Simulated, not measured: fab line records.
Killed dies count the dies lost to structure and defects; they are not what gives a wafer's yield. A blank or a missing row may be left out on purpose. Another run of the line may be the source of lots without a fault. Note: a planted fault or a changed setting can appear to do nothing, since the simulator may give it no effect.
2 desks looking at one fault || flow sky130 || each desk has only its own numbers; what lay behind them comes last

## TOOL OWNER'S DESK, lithoTrack-03
Per lot that ran on this tool, the mean of the sampled wafers carrying a number, from the tool's own readings at SKY_VIA3_SOFTBAKE_08 (time 90 s). Any lot whose mean is over 4 standard deviations away from the usual mean is out of limits and marked OUT; that distance is given in the brackets.
Columns: A = exhaustPa at SKY_VIA3_SOFTBAKE_08, usual 45.0 Pa; B = heaterPowerTotalW at SKY_VIA3_SOFTBAKE_08, usual 57.36 W; C = plateTempC at SKY_VIA3_SOFTBAKE_08, usual 100.01 C
{"lot": "L670", "first seen here": "day 39 12:00", "A": 45.5, "B": 57.28, "C": 100.09}
{"lot": "L673", "first seen here": "day 40 06:00", "A": 45.4, "B": 57.24, "C": 99.99}
{"lot": "L676", "first seen here": "day 40 20:00", "A": 46.2, "B": "61.64 (+39) OUT", "C": "105.59 (+40) OUT"}
{"lot": "L680", "first seen here": "day 42 04:00", "A": 44.8, "B": "61.84 (+41) OUT", "C": "105.43 (+39) OUT"}
{"lot": "L686", "first seen here": "day 44 07:00", "A": 44.9, "B": 57.22, "C": 100.10}
{"lot": "L689", "first seen here": "day 44 12:00", "A": 44.3, "B": 57.29, "C": 99.94}
{"lot": "L690", "first seen here": "day 44 16:00", "A": 45.7, "B": 57.41, "C": 99.93}
This desk finds L676, L680 out of limits, L676 being first, at day 40 20:00 (heaterPowerTotalW at SKY_VIA3_SOFTBAKE_08). L670, L673, L686, L689, L690: within limits.

## FROM THE METROLOGY DESK
Means of the sampled wafers that have a number, per lot and without regard to the tool the lot ran on: this is what the gauges read. Any lot whose mean is over 4 standard deviations away from the usual mean is out of limits and marked OUT; that distance is given in the brackets.
Columns: A = METAL3_OVL at SKY_METAL3_OVL_MEAS_14, usual 5 nm; B = VIA3_OVL at SKY_VIA3_OVL_MEAS_13, usual -2 nm
{"lot": "L670", "first seen here": "day 38 22:26", "A": 3, "B": 2}
{"lot": "L671", "first seen here": "day 38 23:52", "A": 6, "B": -3}
{"lot": "L672", "first seen here": "day 39 05:56", "A": 1, "B": 6}
{"lot": "L673", "first seen here": "day 39 16:34", "A": 0, "B": 1}
{"lot": "L676", "first seen here": "day 40 07:53", "A": 8, "B": -4}
{"lot": "L680", "first seen here": "day 41 14:57", "A": 9, "B": -2}
{"lot": "L684", "first seen here": "day 43 18:41", "A": 3, "B": -10}
{"lot": "L686", "first seen here": "day 43 18:43", "A": -4, "B": 2}
{"lot": "L688", "first seen here": "day 43 21:24", "A": 13, "B": -4}
{"lot": "L689", "first seen here": "day 43 23:02", "A": 4, "B": -2}
{"lot": "L690", "first seen here": "day 44 02:57", "A": 2, "B": 1}
{"lot": "L691", "first seen here": "day 44 20:32", "A": 1, "B": -9}
{"lot": "L692", "first seen here": "day 44 23:45", "A": 1, "B": 1}
{"lot": "L693", "first seen here": "day 45 06:52", "A": 8, "B": -3}
This desk's verdict: no lot among the 14 shows anything out of limits.

## BROUGHT TOGETHER
The tool owner's desk could have raised an alarm at day 40 20:00, on L676, L680.
Metrology desk: nothing out of limits seen.
The metrology desk holds a record of L676, L680, inside its limits.
Every lot named ran SKY_VIA3_SOFTBAKE_08 on lithoTrack-03.

## WHAT HAD BEEN PUT IN BY THE SIMULATOR
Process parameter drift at SKY_VIA3_SOFTBAKE_08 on lithoTrack-03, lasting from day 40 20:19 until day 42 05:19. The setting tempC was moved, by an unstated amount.
Struck lots among those shown: L676, L680.
